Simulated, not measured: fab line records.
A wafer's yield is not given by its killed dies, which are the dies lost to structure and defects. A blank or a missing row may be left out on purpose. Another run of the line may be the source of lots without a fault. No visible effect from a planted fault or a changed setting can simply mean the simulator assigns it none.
fab line records	flow sky130
[record] lots = 11	wafers = 33	last-day = 50
route steps=708 shown VIA1@480 VIA2@508 METAL3@568 PAD_OPEN@708
lots with no fault: from the same line, run without faults
start-h: hours from the record's first day to the start of the lot's first wafer shown	wait-h: hours from the lot's prior step to this one	" identical to the entry in the row above	L1.1+2: a row that stands for several wafers	- either no value or no given start	* or withheld: withheld	< > ~ a bound
route shown NAME@n: names a module that has steps shown in the file, with the first one's number in the route	usual: average and standard deviation across the fault-free wafers	same: alike in all rows	chamber/n: place in a boat	sites: each site's reading	_std_site: standard deviation of those values	_edge_site: mean of outer sites minus mean of inner sites	radius-mm: how far each site lies from the wafer's centre	mask NAME#n: copy n	behind: the last tool/chamber to shape the wafer	hold: reason for holding the lot/hours on hold/outcome of the hold	device: which transistor (n, p or np) failed to switch	end of line: the tests these same wafers got at the end of their route	a step without rows: its recipe alone	killed: the dies lost at the first sort to structure and to defects; this is not the yield of the wafer	map: shows each die of a wafer: x if killed, . if not, _ if none is there
set.NAME: the setting that was run; set.NAME@STEP: the one run at that earlier step	model.NAME: the simulator's own value behind a step, which no gauge read
steps of the route over a sample of lots; a table a step, a row a wafer
services: from which hour (start-h, from the record's first day; less than 0 if before it) a tool's chamber was out of use, for how many hours, and why
[[steps]]
[step SKY_VIA1_RS_MEAS_22]
[recipe] thk-meas-gauge = four-point-probe	reads = W_of_VIA1_CVD_21+TiN_of_VIA1_SPUTTER_20
[usual] VIA1_W_RS = 0.434/0.0053
lot.wafer	tool	chamber	start-h	wait-h	VIA1_W_RS[ohm/sq]
L234.3	film-metro-04	-	792.35	0.1	0.431
L234.4	"	-	"	"	0.437
L234.5	"	-	"	"	0.431
L235.3	film-metro-03	-	796.27	0.1	0.423
L235.5	"	-	"	"	0.426
L235.6	"	-	"	"	0.427
L237.4	film-metro-03	-	810.20	0.1	0.437
L237.5	"	-	"	"	0.434
L237.6	"	-	"	"	0.440
L239.3	film-metro-03	-	833.34	0.1	0.434
L239.4	"	-	"	"	0.435
L239.5	"	-	"	"	0.432
L244.4	film-metro-03	-	869.58	0.1	0.434
L244.5	"	-	"	"	0.442
L244.6	"	-	"	"	0.442
L247.1	film-metro-03	-	890.91	0.1	0.427
L247.2	"	-	"	"	0.422
L247.6	"	-	"	"	0.421
L248.1	film-metro-03	-	900.38	0.1	0.445
L248.5	"	-	"	"	0.436
L248.6	"	-	"	"	0.441
L251.1	film-metro-01	-	922.13	0.1	0.433
L251.5	"	-	"	"	0.440
L251.6	"	-	"	"	0.434
L252.1	film-metro-01	-	931.75	0.1	0.435
L252.3	"	-	"	"	0.426
L252.5	"	-	"	"	0.432
L255.2	film-metro-01	-	945.03	0.1	0.424
L255.5	"	-	"	"	0.432
L255.6	"	-	"	"	0.427
L257.2	film-metro-01	-	960.86	0.1	0.445
L257.3	"	-	"	"	0.442
L257.6	"	-	"	"	0.438
[step SKY_VIA2_THK_MEAS_01]
[recipe] reads = SiO2_of_VIA2_HDPCVD_00
[usual] VIA2_HDPCVD_THK = 1175/12
lot.wafer	tool	chamber	start-h	wait-h	VIA2_HDPCVD_THK[nm]
L234.3	film-metro-03	-	821.46	0.1	1179
L234.4	"	-	"	"	1170
L234.5	"	-	"	"	1165
L235.3	film-metro-02	-	825.07	0.1	1187
L235.5	"	-	"	"	1200
L235.6	"	-	"	"	1202
L237.4	film-metro-02	-	838.16	0.0	1182
L237.5	"	-	"	"	1169
L237.6	"	-	"	"	1167
L239.3	film-metro-01	-	860.74	0.1	1166
L239.4	"	-	"	"	1187
L239.5	"	-	"	"	1163
L244.4	film-metro-02	-	895.80	0.1	1151
L244.5	"	-	"	"	1152
L244.6	"	-	"	"	1162
L247.1	film-metro-02	-	917.46	0.1	1166
L247.2	"	-	"	"	1182
L247.6	"	-	"	"	1168
L248.1	film-metro-03	-	926.67	0.1	1184
L248.5	"	-	"	"	1193
L248.6	"	-	"	"	1198
L251.1	film-metro-01	-	949.02	0.1	1168
L251.5	"	-	"	"	1190
L251.6	"	-	"	"	1180
L252.1	film-metro-01	-	958.07	0.1	1172
L252.3	"	-	"	"	1177
L252.5	"	-	"	"	1181
L255.2	film-metro-02	-	970.63	0.1	1188
L255.5	"	-	"	"	1184
L255.6	"	-	"	"	1191
L257.2	film-metro-02	-	986.66	0.1	1178
L257.3	"	-	"	"	1175
L257.6	"	-	"	"	1178
[step SKY_VIA2_CMP_02]
[recipe] material = SiO2	down-force-psi = 4	platen-rpm = 60	pad-velocity-m-s = 0.94248
[usual] edge-zone-pressure-frac = 1.000/0.0053	motor-current-A = 12.0/1.6	retaining-ring-pressure-frac = 1.000/0.0051
lot.wafer	tool	chamber	start-h	wait-h	edge-zone-pressure-frac	motor-current-A	retaining-ring-pressure-frac
L234.4	cmp-01	1	821.50	0.0	1.000	15.6	0.991
L234.3	"	3	"	"	0.991	12.3	1.001
L234.5	"	2	"	"	0.994	12.0	1.001
L235.3	cmp-01	3	825.21	0.1	1.001	12.0	1.002
L235.6	"	1	"	"	1.000	14.5	1.008
L235.5	"	2	"	"	0.996	12.2	1.000
L237.4	cmp-02	3	838.24	0.1	1.005	12.4	0.997
L237.6	"	2	"	"	1.008	12.6	0.990
L237.5	"	3	"	"	0.998	12.8	0.997
L239.3	cmp-01	3	860.78	0.0	0.997	11.0	0.996
L239.4	"	2	"	"	1.004	12.0	0.995
L239.5	"	0	"	"	0.996	10.0	1.003
L244.4	cmp-01	3	895.98	0.2	1.003	11.6	0.995
L244.5	"	0	"	"	1.010	10.2	1.001
L244.6	"	1	"	"	0.997	14.4	0.989
L247.2	cmp-01	1	917.52	0.0	0.998	14.5	0.992
L247.1	"	0	"	"	0.998	10.7	1.003
L247.6	"	2	"	"	1.002	12.1	1.006
L248.1	cmp-02	0	926.83	0.1	0.991	12.6	0.991
L248.5	"	2	"	"	1.004	12.2	0.999
L248.6	"	3	"	"	1.011	12.4	1.003
L251.1	cmp-01	3	949.13	0.1	0.996	11.0	0.990
L251.5	"	2	"	"	1.005	12.2	1.005
L251.6	"	3	"	"	1.006	11.3	0.990
L252.3	cmp-01	1	958.18	0.1	1.003	14.3	1.007
L252.1	"	3	"	"	0.999	11.6	1.000
L252.5	"	1	"	"	1.000	14.8	1.013
L255.2	cmp-01	3	970.83	0.2	0.997	11.0	1.001
L255.6	"	0	"	"	1.004	9.4	0.994
L255.5	"	1	"	"	0.988	14.5	1.004
L257.3	cmp-01	1	986.71	0.0	0.996	15.4	0.993
L257.2	"	3	"	"	0.999	11.4	1.003
L257.6	"	2	"	"	1.003	12.2	0.997
[step SKY_METAL3_METAL_ETCH_18]
[recipe] target-depth-a = 8450	stop-on = SiO2	over-etch-frac = 0.3	time-s = 183.1	chemistry = Cl2/BCl3	resist-sidewall-deg = 88	pressure-mtorr = 10	icp-w = 900	bias-w = 48.5	Cl2_flow_sccm = 60	bcl3-flow-sccm = 30
[usual] drypump-motor-current-A = 5.7/0.35	oes-product-au = 0.863/0.0064	throttle-valve-pct = 22.264/0.0097
lot.wafer	tool	chamber	start-h	wait-h	drypump-motor-current-A	oes-product-au	rf-hours-counter-h	throttle-valve-pct
L234.3	rie-metal-04	1	901.45	0.1	6.4	0.866	-	22.264
L234.4	"	0	"	"	5.5	0.861	-	22.261
L234.5	"	1	"	"	6.5	0.869	-	22.286
L235.3	rie-metal-01	1	906.12	0.1	5.5	0.854	-	22.257
L235.5	"	0	"	"	5.7	0.845	-	22.267
L235.6	"	1	"	"	5.4	0.861	-	22.270
L237.4	rie-metal-01	0	918.52	0.1	5.7	0.863	-	22.251
L237.5	"	0	"	"	5.7	0.857	-	22.257
L237.6	"	1	"	"	5.5	0.868	-	22.269
L239.3	rie-metal-01	0	937.95	0.1	5.7	0.855	-	22.263
L239.4	"	1	"	"	5.5	0.854	-	22.268
L239.5	"	1	"	"	5.5	0.861	-	22.245
L244.4	rie-metal-01	0	971.49	0.1	5.7	0.870	-	22.260
L244.5	"	1	"	"	5.4	0.869	-	22.275
L244.6	"	0	"	"	5.7	0.874	-	22.263
L247.1	rie-metal-02	1	993.18	0.0	5.8	0.849	16	22.266
L247.2	"	0	"	"	5.4	0.834	7	22.274
L247.6	"	0	"	"	5.4	0.838	-	22.262
L248.1	rie-metal-02	0	1002.04	0.0	5.5	0.834	8	22.264
L248.5	"	0	"	"	5.4	0.828	-	22.282
L248.6	"	1	"	"	5.8	0.844	-	22.264
L251.1	rie-metal-04	1	1022.76	0.0	6.5	0.872	7	22.274
L251.5	"	0	"	"	5.5	0.858	-	22.257
L251.6	"	1	"	"	6.4	0.855	-	22.275
L252.1	rie-metal-04	1	1031.33	0.0	6.5	0.867	7	22.273
L252.3	"	0	"	"	5.5	0.866	-	22.276
L252.5	"	1	"	"	6.5	0.856	-	22.264
L255.2	rie-metal-01	1	1042.47	0.1	5.4	0.860	-	22.275
L255.5	"	1	"	"	5.4	0.874	-	22.258
L255.6	"	1	"	"	5.5	0.873	-	22.262
L257.2	rie-metal-04	1	1057.16	0.0	6.4	0.863	9	22.268
L257.3	"	1	"	"	6.4	0.866	-	22.264
L257.6	"	1	"	"	6.4	0.860	-	22.236
[step SKY_METAL3_STRIP_19]
[recipe] chemistry = O2/N2	power-w = 1400	pressure-mtorr = 1500	platen-temp-c = withheld	o2-flow-sccm = 3000	n2-flow-sccm = 300	overash-fraction = 0.5
[usual] drypump-motor-current-A = 5.8/0.34	o2-flow-sccm = 2997/8.7	oes-product-au = 0.501/0.0061	strip-time-to-endpoint-s = 6.50/0.067
lot.wafer	tool	chamber	start-h	wait-h	drypump-motor-current-A	o2-flow-sccm	oes-product-au	rf-hours-counter-h	strip-time-to-endpoint-s
L234.3	plasma-asher-01	0	901.60	0.1	5.4	2994	0.498	-	6.46
L234.4	"	1	"	"	6.3	3004	0.501	-	6.53
L234.5	"	0	"	"	5.4	3004	0.496	-	6.51
L235.3	plasma-asher-01	0	906.27	0.1	5.5	3009	0.497	-	6.49
L235.5	"	1	"	"	6.2	2989	0.493	-	6.43
L235.6	"	0	"	"	5.5	3009	0.494	-	6.47
L237.4	plasma-asher-04	0	918.67	0.1	5.7	2998	0.502	-	6.48
L237.5	"	0	"	"	5.7	2990	0.490	-	6.45
L237.6	"	1	"	"	6.1	3003	0.495	-	6.52
L239.3	plasma-asher-03	1	938.10	0.1	5.3	2986	0.504	-	6.50
L239.4	"	0	"	"	5.9	3000	0.497	-	6.55
L239.5	"	0	"	"	5.9	2993	0.508	-	6.49
L244.4	plasma-asher-03	1	971.64	0.1	5.3	2989	0.508	-	6.59
L244.5	"	0	"	"	5.9	2983	0.506	-	6.57
L244.6	"	1	"	"	5.3	3005	0.499	-	6.55
L247.1	plasma-asher-03	1	993.36	0.1	5.3	2998	0.557	81	7.86
L247.2	"	0	"	"	5.9	3000	0.570	81	7.99
L247.6	"	1	"	"	5.3	2996	0.559	-	8.00
L248.1	plasma-asher-04	1	1002.22	0.1	6.1	2994	0.572	27	8.05
L248.5	"	1	"	"	6.1	2992	0.568	-	8.05
L248.6	"	0	"	"	5.7	3018	0.555	-	8.00
L251.1	plasma-asher-03	1	1022.94	0.1	5.2	2976	0.507	84	6.58
L251.5	"	1	"	"	5.3	2995	0.502	-	6.56
L251.6	"	0	"	"	5.9	3001	0.499	-	6.61
L252.1	plasma-asher-03	1	1031.51	0.1	5.3	2993	0.501	85	6.48
L252.3	"	0	"	"	5.9	2999	0.495	-	6.47
L252.5	"	0	"	"	5.9	3004	0.498	-	6.50
L255.2	plasma-asher-01	1	1042.76	0.2	6.2	2996	0.500	124	6.51
L255.5	"	0	"	"	5.5	3003	0.499	-	6.44
L255.6	"	1	"	"	6.2	2998	0.495	-	6.52
L257.2	plasma-asher-04	0	1057.34	0.1	5.7	2995	0.502	32	6.49
L257.3	"	0	"	"	5.7	3001	0.500	-	6.58
L257.6	"	1	"	"	6.1	2993	0.496	-	6.54
[step SKY_PAD_OPEN_PROBE_99]
[usual] defect-limited-yield = 82.8/1.8	killed_at_M0_to_M3 = 43/6.3	killed_at_M4_up = 3.1/1.9	killed-at-contacts = 24/5.1	killed-at-front-end = 14/4.3	killed-at-other = 0.3/0.53	killed-dies = 85/8.8	killed-on-rim = 17/3.9	killed-open = 46/7.1	killed-short = 38/5.9	sort_bin_3_pad_short = 0.8/0.41	sort_bin_5_function = 10.4/1.5	sort_bin_6_memory = 6.1/1.1	sort-n-pass = 407/8.8	sort-yield-pct = 82.8/1.8
[same] gross-dies = 492	killed-at-back-side = 0	sort_bin_4_leakage[%] = 0	sort_bin_8_speed[%] = 0
lot.wafer	tool	chamber	start-h	wait-h	defect-limited-yield[%]	killed_at_M0_to_M3	killed_at_M4_up	killed-at-contacts	killed-at-front-end	killed-at-other	killed-dies	killed-on-rim	killed-open	killed-short	sort_bin_3_pad_short[%]	sort_bin_5_function[%]	sort_bin_6_memory[%]	sort-n-pass	sort-yield-pct[%]
L234.3	prober-01	-	1073.93	0.2	85.2	39	1	22	10	1	73	15	40	33	0.8	8.3	5.7	419	85.2
L234.4	prober-01	-	1073.98	0.2	81.3	46	2	26	18	0	92	19	54	38	0.8	12.0	5.9	400	81.3
L234.5	prober-01	-	1074.03	0.2	83.1	47	4	23	9	0	83	16	56	25	0.4	9.1	7.3	409	83.1
L237.4	prober-02	-	1087.70	0.2	81.3	46	4	27	14	1	92	21	51	40	0.6	12.0	6.1	400	81.3
L237.5	prober-02	-	1087.75	0.2	82.7	38	5	23	19	0	85	21	44	41	0.8	11.8	4.7	407	82.7
L237.6	prober-02	-	1087.80	0.2	84.6	42	4	20	9	1	76	14	35	40	1.4	8.9	5.1	416	84.6
L244.4	prober-01	-	1132.72	0.2	81.3	56	3	26	7	0	92	18	54	38	0.4	14.0	4.3	400	81.3
L244.5	prober-01	-	1132.77	0.2	83.7	51	1	22	6	0	80	15	53	27	0.4	10.2	5.7	412	83.7
L244.6	prober-01	-	1132.82	0.2	80.9	42	0	31	21	0	94	16	54	40	0.8	11.6	6.7	398	80.9
L247.1	prober-02	-	1148.38	0.1	1.2	450	1	24	11	0	486	94	45	38	0.6	92.3	5.9	6	1.2
L247.2	prober-02	-	1148.43	0.1	0	456	1	27	8	0	492	96	30	47	0.6	94.3	5.1	0	0
L247.6	prober-02	-	1148.63	0.2	0.2	445	5	22	19	0	491	96	55	27	0.4	93.9	5.5	1	0.2
L248.1	prober-01	-	1157.00	0.1	0	449	1	25	17	0	492	96	44	39	0.8	93.9	5.3	0	0
L248.5	prober-01	-	1157.20	0.2	0	447	2	30	12	1	492	96	45	33	1.0	95.5	3.5	0	0
L248.6	prober-01	-	1157.25	0.2	3.5	432	4	23	16	0	475	90	40	41	1.4	90.9	4.3	17	3.5
// killed by level:class
L234.3 VIA1:geometric-particle:open=10 CONTACT:geometric-particle:open=7 LI_CONTACT:geometric-particle:open=6 VIA2:geometric-particle:open=6 FIELD_ISO:geometric-particle:short=5 METAL3:geometric-particle:short=5 METAL1:geometric-particle:short=5 CONTACT:geometric-particle:short=4
L234.4 VIA2:geometric-particle:open=9 CONTACT:geometric-particle:open=8 VIA1:geometric-particle:open=8 VIA3:geometric-particle:open=8 LI_CONTACT:geometric-particle:open=7 FIELD_ISO:geometric-particle:open=6 CONTACT:geometric-particle:short=6 METAL1:geometric-particle:short=5
L234.5 VIA1:geometric-particle:open=16 CONTACT:geometric-particle:open=12 VIA3:geometric-particle:open=8 VIA2:geometric-particle:open=5 FIELD_ISO:geometric-particle:open=4 LI_CONTACT:geometric-particle:open=4 METAL1:geometric-particle:short=4 VIA1:geometric-particle:short=4
L237.4 VIA1:geometric-particle:open=13 CONTACT:geometric-particle:open=10 LOCAL_INTERCONNECT:geometric-particle:short=7 FIELD_ISO:geometric-particle:short=6 LI_CONTACT:geometric-particle:open=6 VIA3:geometric-particle:open=6 VIA1:geometric-particle:short=5 METAL1:geometric-particle:short=5
L237.5 LI_CONTACT:geometric-particle:open=9 VIA3:geometric-particle:open=9 VIA1:geometric-particle:open=8 POLY_GATE:geometric-particle:short=6 METAL1:geometric-particle:short=6 CONTACT:geometric-particle:open=5 VIA2:geometric-particle:open=4 VIA3:geometric-particle:short=4
L237.6 LI_CONTACT:geometric-particle:open=9 METAL1:geometric-particle:short=7 VIA3:geometric-particle:open=6 VIA1:geometric-particle:open=5 VIA2:geometric-particle:short=5 VIA2:geometric-particle:open=5 CONTACT:geometric-particle:short=4 METAL2:geometric-particle:short=4
L244.4 VIA1:geometric-particle:open=12 CONTACT:geometric-particle:open=11 VIA3:geometric-particle:open=10 CONTACT:geometric-particle:short=7 VIA1:geometric-particle:short=7 LI_CONTACT:geometric-particle:open=5 VIA2:geometric-particle:open=5 METAL1:geometric-particle:short=5
L244.5 VIA1:geometric-particle:open=15 CONTACT:geometric-particle:open=12 VIA2:geometric-particle:open=10 VIA3:geometric-particle:open=6 METAL2:geometric-particle:short=5 VIA3:geometric-particle:short=4 LI_CONTACT:geometric-particle:open=3 CONTACT:geometric-particle:short=3
L244.6 CONTACT:geometric-particle:open=14 VIA2:geometric-particle:open=10 CONTACT:geometric-particle:short=9 FIELD_ISO:geometric-particle:short=7 METAL2:geometric-particle:short=7 VIA3:geometric-particle:open=6 VIA1:geometric-particle:open=5 FIELD_ISO:geometric-particle:open=4
L247.1 METAL3:area-etch=402 CONTACT:geometric-particle:open=12 VIA1:geometric-particle:open=9 VIA1:geometric-particle:short=7 METAL1:geometric-particle:short=6 METAL2:geometric-particle:short=6 VIA2:geometric-particle:open=6 LI_CONTACT:geometric-particle:open=5
L247.2 METAL3:area-etch=414 LI_CONTACT:geometric-particle:open=8 METAL2:geometric-particle:short=8 CONTACT:geometric-particle:open=7 VIA1:geometric-particle:open=7 VIA1:geometric-particle:short=6 METAL1:geometric-particle:short=6 LI_CONTACT:geometric-particle:short=5
L247.6 METAL3:area-etch=409 VIA1:geometric-particle:open=12 CONTACT:geometric-particle:open=11 VIA2:geometric-particle:open=7 FIELD_ISO:geometric-particle:open=6 LI_CONTACT:geometric-particle:open=6 METAL2:geometric-particle:short=5 POLY_GATE:geometric-particle:short=4
L248.1 METAL3:area-etch=409 VIA1:geometric-particle:open=12 CONTACT:geometric-particle:short=9 FIELD_ISO:geometric-particle:open=7 CONTACT:geometric-particle:open=7 VIA2:geometric-particle:open=6 FIELD_ISO:geometric-particle:short=5 VIA3:geometric-particle:short=4
L248.5 METAL3:area-etch=414 LI_CONTACT:geometric-particle:open=12 CONTACT:geometric-particle:open=8 VIA1:geometric-particle:open=7 METAL2:geometric-particle:short=5 LOCAL_INTERCONNECT:geometric-particle:short=4 CONTACT:geometric-particle:short=4 METAL1:geometric-particle:short=4
L248.6 METAL3:area-etch=394 VIA3:geometric-particle:open=8 CONTACT:geometric-particle:open=5 LI_CONTACT:geometric-particle:open=5 VIA1:geometric-particle:short=5 METAL2:geometric-particle:short=5 VIA2:geometric-particle:open=5 POLY_GATE:geometric-particle:short=4
[[services]]
tool	chamber	start-h	hours	kind
cmp-01	-	802.23	0.9	repair
rie-metal-02	-	818.02	0.3	repair
cmp-02	-	825.09	4.3	pm
cmp-02	-	830.75	5.3	pm
rie-metal-04	1	837.16	9.7	repair
cmp-02	-	842.23	0.2	repair
rie-metal-01	-	850.31	1.0	repair
cmp-02	-	855.82	13.4	pm
rie-metal-01	-	866.07	0.2	repair
plasma-asher-01	-	869.31	4.2	repair
plasma-asher-03	-	877.48	1.0	repair
plasma-asher-03	-	907.12	14.6	pm
cmp-01	-	912.11	4.0	pm
plasma-asher-01	-	917.81	11.4	repair
plasma-asher-03	-	922.11	4.3	repair
cmp-02	-	936.03	0.7	repair
plasma-asher-03	-	950.70	0.7	repair
plasma-asher-04	-	953.76	2.8	pm
plasma-asher-01	-	961.07	1.9	repair
rie-metal-04	-	992.34	14.6	pm
rie-metal-01	1	1014.26	18.6	repair
rie-metal-01	-	1034.88	1.8	repair
cmp-01	-	1049.54	2.5	repair
plasma-asher-01	-	1055.25	9.0	pm
[[key]]
[first-sign] step = SKY_METAL3_METAL_ETCH_18	reading = oes-product-au	direction = down	sigmas = 3.9	usual = 0.863	struck = 0.838
[effect] step = SKY_METAL3_STRIP_19	reading = strip-time-to-endpoint-s	direction = up	sigmas = 22	usual = *	struck = *
[effect] step = SKY_PAD_OPEN_PROBE_99	reading = killed_at_M0_to_M3	direction = up	sigmas = 64	usual = 43	struck = 446
[more-kills-born-at] SKY_METAL3_METAL_ETCH_18@rie-metal-02 = 2442
met-at SKY_METAL3_METAL_ETCH_18
struck-lots L247,L248
later-rows-left-out L247.1,L247.2,L247.6,L248.1,L248.5,L248.6
not-acting-at SKY_VIA1_RS_MEAS_22,SKY_VIA2_THK_MEAS_01,SKY_VIA2_CMP_02
[fault] kind = process-parameter-drift	tool = rie-metal-02	chamber = -	onset-h = 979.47	steps = SKY_METAL3_METAL_ETCH_18	channel = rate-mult	offset = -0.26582	shape = step	end-h = 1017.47
// later-rows-left-out: the simulator's readings of these wafers behind a module that went badly wrong aren't trusted and aren't shown, but for the sort
